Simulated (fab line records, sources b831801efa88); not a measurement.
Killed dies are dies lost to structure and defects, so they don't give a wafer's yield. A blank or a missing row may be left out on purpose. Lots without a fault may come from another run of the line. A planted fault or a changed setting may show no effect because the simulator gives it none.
fab line records | flow sky130
record lots=7 wafers=19 last_day=51
route steps=708 shown VT_ADJUST_HVTR@133 VT_ADJUST_PCH@143 PAD_OPEN@708
lots that met no fault: from a run of the same line without faults
start_h: hours from the record's first day to the start of the lot's first wafer shown | wait_h: hours since the lot's step before | " the same as in the row above | L1.1+2: a row that stands for several wafers | - no value, or no start given | * or withheld: withheld | < > ~ a bound
route shown NAME@n: a module of which the file shows steps, and the number in the route of the first | usual: mean/standard deviation of fault-free wafers | same: alike in all rows | chamber/n: place in a boat | sites: the reading at each site | _std_site: their standard deviation | _edge_site: outer sites' mean less inner sites' | radius_mm: how far each site lies from the wafer's centre | mask NAME#n: copy n | behind: the tool/chamber that last shaped the wafer | hold: why the lot was held/for how many hours/how that ended | device: the transistor (n, p or np) that didn't switch | end of line: the same wafers' tests at the end of the route | a step without rows: its recipe alone | killed: dies lost to structure and defects at the first sort, not the wafer's yield | map: a wafer's dies, x killed, . not, _ none there
set.NAME: the setting as run; set.NAME@STEP: as run at that earlier step | model.NAME: the simulator's own value behind a step, which no gauge read
lots at some steps of the route; a table a step, a row a wafer
services: from which hour (start_h, from the record's first day; less than 0 if before it) a tool's chamber was out of use, for how many hours, and why
## steps
# step SKY_VT_ADJUST_HVTR_COAT_02
# recipe resist=NOVOLAK spin_rpm=3000 resist_thk_nm=1140
# step SKY_VT_ADJUST_HVTR_SOFTBAKE_03
# recipe temp_c=90 time_s=60 resist=NOVOLAK
# step SKY_VT_ADJUST_HVTR_EXPOSE_04
# recipe mask_id=HVTRM target_cd_nm=380 na=0.6 source_shape=conventional sigma_outer=0.6 dose_mj=150
# step SKY_VT_ADJUST_HVTR_PEB_05
# recipe temp_c=withheld time_s=* resist=NOVOLAK
# step SKY_VT_ADJUST_HVTR_DEVELOP_06
# recipe develop_time_s=60 dev_temp_c=23
# step SKY_VT_ADJUST_HVTR_CD_MEAS_07
# recipe target_cd_nm=380
# usual cd_nm=379.6/2.4
# columns lot.wafer tool chamber start_h wait_h cd_nm
L772.2 cd_sem-01 - 225.69 0.1 376.4
L772.4 " - " " 376.7
L772.6 " - " " 378.8
L774.1 cd_sem-02 - 235.49 0.1 380.9
L774.2 " - " " 379.8
L774.4 " - " " 382.0
L783.2 cd_sem-01 - 299.93 0.1 379.1
L783.6 " - " " 380.6
L785.3 cd_sem-01 - 315.51 0.1 382.3
L785.6 " - " " 379.7
L786.3 cd_sem-02 - 323.67 0.2 381.8
L786.5 " - " " 382.2
L786.6 " - " " 381.0
L789.2 cd_sem-02 - 341.64 0.1 379.6
L789.4 " - " " 378.2
L789.6 " - " " 379.5
L794.2 cd_sem-02 - 382.44 0.1 379.5
L794.4 " - " " 378.2
L794.6 " - " " 377.5
# step SKY_VT_ADJUST_HVTR_OVL_MEAS_08
# usual VT_ADJUST_HVTR_OVL=0.3/1.2
# columns lot.wafer tool chamber start_h wait_h VT_ADJUST_HVTR_OVL[nm]
L772.2 overlay-01 - 225.80 0.1 1.8
L772.4 " - " " 0.2
L772.6 " - " " 1.2
L774.1 overlay-02 - 235.61 0.1 -0.8
L774.2 " - " " -1.7
L774.4 " - " " -1.6
L783.2 overlay-01 - 300.04 0.1 0.6
L783.6 " - " " 0.5
L785.3 overlay-02 - 315.60 0.1 0.2
L785.6 " - " " 0.4
L786.3 overlay-01 - 323.76 0.1 1.1
L786.5 " - " " 2.3
L786.6 " - " " 2.7
L789.2 overlay-02 - 341.74 0.1 -1.1
L789.4 " - " " -1.1
L789.6 " - " " -1.3
L794.2 overlay-02 - 382.54 0.1 0.4
L794.4 " - " " 1.9
L794.6 " - " " 0.5
# step SKY_VT_ADJUST_HVTR_IMPLANT_09
# recipe species=B energy_kev=10 dose_cm2=2.1e+12 tilt_deg=withheld
# step SKY_VT_ADJUST_HVTR_STRIP_10
# recipe chemistry=O2/N2 power_w=1400 pressure_mtorr=1500 platen_temp_c=withheld o2_flow_sccm=3000 n2_flow_sccm=300 overash_fraction=0.5
# usual drypump_motor_current_A=5.8/0.4 oes_product_au=0.715/0.0046 strip_time_to_endpoint_s=14.17/0.045
# columns lot.wafer tool chamber start_h wait_h drypump_motor_current_A oes_product_au rf_hours_counter_h strip_time_to_endpoint_s
L772.2 plasma_asher-02 0 225.98 0.1 6.0 0.713 10 14.26
L772.4 " 1 " " 6.1 0.710 - 14.22
L772.6 " 0 " " 6.0 0.716 - 14.26
L774.1 plasma_asher-02 0 235.91 0.1 6.0 0.711 11 14.17
L774.2 " 1 " " 6.2 0.715 11 14.15
L774.4 " 1 " " 6.2 0.716 - 14.14
L783.2 plasma_asher-04 0 300.22 0.1 5.2 0.714 46 14.14
L783.6 " 0 " " 5.3 0.716 - 14.07
L785.3 plasma_asher-01 0 315.81 0.1 5.9 0.719 - 14.12
L785.6 " 1 " " 5.1 0.710 - 14.10
L786.3 plasma_asher-02 1 323.97 0.1 6.1 0.710 - 14.18
L786.5 " 0 " " 5.9 0.713 - 14.16
L786.6 " 1 " " 6.1 0.711 - 14.17
L789.2 plasma_asher-04 1 341.92 0.1 6.1 0.711 50 14.16
L789.4 " 1 " " 6.1 0.720 - 14.22
L789.6 " 1 " " 6.1 0.718 - 14.20
L794.2 plasma_asher-04 1 382.72 0.1 6.1 0.712 54 14.08
L794.4 " 1 " " 6.1 0.719 - 14.08
L794.6 " 0 " " 5.2 0.708 - 14.10
# step SKY_VT_ADJUST_HVTR_TW_MEAS_11
# usual VT_ADJUST_HVTR_TW=211.0/2.1
# columns lot.wafer tool chamber start_h wait_h VT_ADJUST_HVTR_TW
L772.2 film_metro-02 - 226.09 0.1 215.3
L772.4 " - " " 214.9
L772.6 " - " " 214.0
L774.1 film_metro-04 - 236.01 0.1 210.8
L774.2 " - " " 210.4
L774.4 " - " " 209.9
L783.2 film_metro-02 - 300.33 0.1 213.2
L783.6 " - " " 213.6
L785.3 film_metro-04 - 315.89 0.1 211.1
L785.6 " - " " 210.3
L786.3 film_metro-01 - 324.05 0.1 207.4
L786.5 " - " " 208.4
L786.6 " - " " 207.3
L789.2 film_metro-02 - 342.03 0.1 215.7
L789.4 " - " " 215.1
L789.6 " - " " 214.5
L794.2 film_metro-01 - 382.83 0.1 210.4
L794.4 " - " " 210.9
L794.6 " - " " 211.2
# step SKY_VT_ADJUST_PCH_DEHYDRATE_00
# recipe temp_c=200 time_s=60
# step SKY_VT_ADJUST_PCH_HMDS_01
# recipe prime_time_s=60 prime_temp_c=120
# step SKY_VT_ADJUST_PCH_COAT_02
# recipe spin_rpm=2000 resist_thk_nm=3000
# usual spin_speed_rpm=1999.9/1.3
# columns lot.wafer tool chamber start_h wait_h spin_speed_rpm model.coat_of_VT_ADJUST_PCH_COAT_02.thk_nm
L772.2 litho_track-03 0 237.67 0.1 2001.3 3005
L772.4 " 0 " " 2000.2 2986
L772.6 " 0 " " 2000.9 2993
L774.1 litho_track-02 0 247.76 0.1 1999.0 2988
L774.2 " 0 " " 1997.8 2992
L774.4 " 0 " " 2000.1 2999
L783.2 litho_track-03 0 313.02 0.1 2000.2 2998
L783.6 " 0 " " 2001.1 2891
L785.3 litho_track-03 0 328.89 0.1 2000.6 2904
L785.6 " 0 " " 2001.0 2916
L786.3 litho_track-03 0 336.99 0.1 1996.6 2890
L786.5 " 0 " " 1998.6 2979
L786.6 " 0 " " 1996.8 2886
L789.2 litho_track-02 0 354.73 0.1 1999.1 3017
L789.4 " 0 " " 1997.4 3012
L789.6 " 0 " " 2002.0 3005
L794.2 litho_track-02 0 396.78 0.1 1998.8 2989
L794.4 " 0 " " 1997.9 2974
L794.6 " 0 " " 2001.4 2985
# step SKY_VT_ADJUST_PCH_SOFTBAKE_03
# recipe temp_c=110 time_s=withheld
# step SKY_VT_ADJUST_PCH_EXPOSE_04
# recipe mask_id=NWM na=0.6 source_shape=conventional sigma_outer=0.6 polarization=unpolarized target_cd_nm=840 dose_mj=255
# step SKY_VT_ADJUST_PCH_PEB_05
# recipe temp_c=115 time_s=withheld
# step SKY_VT_ADJUST_PCH_DEVELOP_06
# recipe wall_angle_deg=90 developer=TMAH develop_time_s=60 dev_temp_c=23
# columns lot.wafer tool chamber start_h wait_h model.coat_of_VT_ADJUST_PCH_COAT_02.thk_nm
L772.2 litho_track-03 0 - - 3000
L772.4 " 0 " " 2982
L772.6 " 0 " " 2989
L774.1 litho_track-01 0 - - 2984
L774.2 " 0 " " 2988
L774.4 " 0 " " 2995
L783.2 litho_track-03 0 - - 2994
L783.6 " 0 " " 2886
L785.3 litho_track-03 0 - - 2899
L785.6 " 0 " " 2912
L786.3 litho_track-03 0 - - 2886
L786.5 " 0 " " 2975
L786.6 " 0 " " 2881
L789.2 litho_track-03 0 - - 3012
L789.4 " 0 " " 3008
L789.6 " 0 " " 3001
L794.2 litho_track-01 0 - - 2985
L794.4 " 0 " " 2970
L794.6 " 0 " " 2981
# step SKY_VT_ADJUST_PCH_OVL_MEAS_07
# usual VT_ADJUST_PCH_OVL=0.6/1.2
# columns lot.wafer tool chamber start_h wait_h VT_ADJUST_PCH_OVL[nm]
L772.2 overlay-01 - 249.70 - 1.0
L772.4 " - " " -0.2
L772.6 " - " " 0.3
L774.1 overlay-01 - 259.71 - -0.3
L774.2 " - " " 1.1
L774.4 " - " " -0.3
L783.2 overlay-01 - 326.05 - 1.7
L783.6 " - " " -0.9
L785.3 overlay-02 - 342.90 - 0.9
L785.6 " - " " -0.4
L786.3 overlay-01 - 350.80 - 1.7
L786.5 " - " " -2.5
L786.6 " - " " 1.6
L789.2 overlay-01 - 369.45 - -0.9
L789.4 " - " " -0.1
L789.6 " - " " -0.8
L794.2 overlay-01 - 411.57 - 2.6
L794.4 " - " " 1.1
L794.6 " - " " 1.9
# step SKY_VT_ADJUST_PCH_IMPLANT_08
# recipe species=B energy_kev=10 dose_cm2=5e+11 tilt_deg=withheld
# step SKY_VT_ADJUST_PCH_STRIP_09
# recipe chemistry=O2/N2 power_w=1400 pressure_mtorr=1500 platen_temp_c=withheld o2_flow_sccm=3000 n2_flow_sccm=300 overash_fraction=0.5
# usual drypump_motor_current_A=5.5/0.38 oes_product_au=0.722/0.0042 strip_time_to_endpoint_s=36.90/0.12
# columns lot.wafer tool chamber start_h wait_h drypump_motor_current_A oes_product_au rf_hours_counter_h strip_time_to_endpoint_s
L772.2 plasma_asher-01 0 249.88 0.1 6.0 0.717 59 36.98
L772.4 " 0 " " 6.0 0.724 - 36.75
L772.6 " 1 " " 5.1 0.726 - 36.82
L774.1 plasma_asher-01 1 259.90 0.1 5.1 0.715 60 36.79
L774.2 " 0 " " 6.0 0.720 60 36.81
L774.4 " 1 " " 5.1 0.718 - 36.89
L783.2 plasma_asher-04 0 326.44 0.1 5.3 0.725 49 36.90
L783.6 " 0 " " 5.2 0.724 - 35.65
L785.3 plasma_asher-01 0 343.11 0.1 6.0 0.718 - 35.82
L785.6 " 1 " " 5.1 0.714 - 35.96
L786.3 plasma_asher-04 0 351.01 0.1 5.3 0.717 - 35.66
L786.5 " 1 " " 6.1 0.726 - 36.66
L786.6 " 0 " " 5.3 0.725 - 35.60
L789.2 plasma_asher-04 0 369.63 0.1 5.2 0.728 52 37.12
L789.4 " 0 " " 5.2 0.724 - 37.05
L789.6 " 0 " " 5.3 0.726 - 36.97
L794.2 plasma_asher-03 1 411.75 0.1 5.2 0.723 71 36.79
L794.4 " 1 " " 5.2 0.720 - 36.62
L794.6 " 1 " " 5.2 0.726 - 36.74
# step SKY_VT_ADJUST_PCH_TW_MEAS_10
# usual VT_ADJUST_PCH_TW=143.3/1
# columns lot.wafer tool chamber start_h wait_h VT_ADJUST_PCH_TW
L772.2 film_metro-03 - 249.99 0.1 144.6
L772.4 " - " " 143.9
L772.6 " - " " 144.0
L774.1 film_metro-02 - 260.00 0.1 144.6
L774.2 " - " " 144.8
L774.4 " - " " 143.6
L783.2 film_metro-03 - 326.55 0.1 142.6
L783.6 " - " " 142.9
L785.3 film_metro-03 - 343.20 0.1 143.1
L785.6 " - " " 143.7
L786.3 film_metro-02 - 351.10 0.1 145.6
L786.5 " - " " 145.4
L786.6 " - " " 145.3
L789.2 film_metro-03 - 369.74 0.1 142.6
L789.4 " - " " 143.1
L789.6 " - " " 143.3
L794.2 film_metro-01 - 411.86 0.1 142.2
L794.4 " - " " 142.4
L794.6 " - " " 143.0
# step SKY_PAD_OPEN_PROBE_99
# usual killed_at_M0_to_M3=43/6.9 killed_at_M4_up=3.2/1.6 killed_at_contacts=25/5.1 killed_at_front_end=16/4.5 killed_at_other=0.3/0.68 killed_dies=87/8.9 killed_open=48/6.9 killed_short=39/6.3
# same gross_dies=492 killed_at_back_side=0
# columns lot.wafer tool chamber start_h wait_h killed_at_M0_to_M3 killed_at_M4_up killed_at_contacts killed_at_front_end killed_at_other killed_dies killed_open killed_short
L772.2 prober-02 - 1114.63 0.1 31 6 34 21 0 92 51 41
L772.4 prober-02 - 1114.73 0.2 44 2 18 17 0 81 45 36
L772.6 prober-02 - 1114.83 0.2 55 4 17 23 1 100 50 50
L783.6 prober-02 - 1170.74 0.2 51 5 13 14 0 83 35 48
L785.3 prober-02 - 1179.79 0.2 42 4 28 21 0 95 57 37
L786.3 prober-01 - 1184.83 0.2 46 1 29 15 0 91 48 43
L786.5 prober-01 - 1184.93 0.2 41 2 29 17 0 89 54 35
# killed by level:class
L772.2 LI_CONTACT:geometric_particle:open=10 CONTACT:geometric_particle:open=10 VIA1:geometric_particle:open=7 FIELD_ISO:geometric_particle:open=6 CONTACT:geometric_particle:short=6 VIA3:geometric_particle:open=6 METAL4:geometric_particle:short=6 POLY_GATE:geometric_particle:open=5
L772.4 VIA1:geometric_particle:open=13 FIELD_ISO:geometric_particle:short=7 CONTACT:geometric_particle:open=7 VIA1:geometric_particle:short=7 VIA3:geometric_particle:open=5 FIELD_ISO:geometric_particle:open=4 METAL1:geometric_particle:short=4 VIA3:geometric_particle:short=4
L772.6 VIA1:geometric_particle:open=12 FIELD_ISO:geometric_particle:open=7 VIA1:geometric_particle:short=7 METAL2:geometric_particle:short=7 LOCAL_INTERCONNECT:geometric_particle:short=6 METAL1:geometric_particle:open=5 METAL1:geometric_particle:short=5 POLY_GATE:geometric_particle:open=4
L783.6 METAL2:geometric_particle:short=13 VIA1:geometric_particle:open=12 LI_CONTACT:geometric_particle:open=6 METAL3:geometric_particle:short=6 POLY_GATE:geometric_particle:short=5 METAL1:geometric_particle:short=5 VIA1:geometric_particle:short=4 METAL4:geometric_particle:short=4
L785.3 VIA1:geometric_particle:open=11 CONTACT:geometric_particle:open=10 LI_CONTACT:geometric_particle:open=9 VIA2:geometric_particle:open=9 POLY_GATE:geometric_particle:open=7 VIA3:geometric_particle:open=5 FIELD_ISO:geometric_particle:open=4 CONTACT:geometric_particle:short=4
L786.3 VIA1:geometric_particle:open=10 LI_CONTACT:geometric_particle:open=9 CONTACT:geometric_particle:open=8 VIA2:geometric_particle:short=8 CONTACT:geometric_particle:short=7 VIA2:geometric_particle:open=7 METAL2:geometric_particle:short=6 POLY_GATE:geometric_particle:short=4
L786.5 CONTACT:geometric_particle:open=11 LI_CONTACT:geometric_particle:open=10 VIA1:geometric_particle:open=9 VIA2:geometric_particle:open=7 VIA3:geometric_particle:open=7 VIA1:geometric_particle:short=6 FIELD_ISO:geometric_particle:short=5 CONTACT:geometric_particle:short=5
## services
# columns tool chamber start_h hours kind
plasma_asher-03 - 259.87 3.2 repair
plasma_asher-04 - 286.27 1.5 repair
plasma_asher-03 - 310.19 1.2 repair
plasma_asher-03 - 330.88 0.3 repair
plasma_asher-04 - 356.70 1.1 repair
plasma_asher-01 - 381.87 4.3 pm
plasma_asher-03 - 386.45 11.9 repair
plasma_asher-03 - 391.56 7.6 repair
plasma_asher-01 - 395.95 2.1 repair
## key
first_sign step=SKY_VT_ADJUST_PCH_STRIP_09 reading=strip_time_to_endpoint_s direction=down sigmas=9.5 usual=* struck=*
effect none on later readings
model_effect step=SKY_VT_ADJUST_PCH_COAT_02 value=coat_of_VT_ADJUST_PCH_COAT_02.thk_nm without=2998 struck=2897
model_effect step=SKY_VT_ADJUST_PCH_DEVELOP_06 value=coat_of_VT_ADJUST_PCH_COAT_02.thk_nm without=2993 struck=2893
met_at SKY_VT_ADJUST_PCH_COAT_02
struck_wafers L783.6,L785.3,L785.6,L786.3,L786.6
tester_left_out L783,L785,L786
onset_between 237.67 313.02
fault kind=process_parameter_drift tool=litho_track-03 chamber=- onset_h=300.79 steps=SKY_VT_ADJUST_PCH_COAT_02 channel=resist_thk_nm offset=-100.5 shape=step end_h=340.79 scope=struck_wafers_only acts_in=these_recipes_only stated=3000
# tester_left_out: of these lots the tester's yield and bins aren't shown, on N5 and GAA mostly nor the transistor test; their killed dies are dies lost to structure and defects alone, not to doping, threshold or leakage, so they don't give the yield
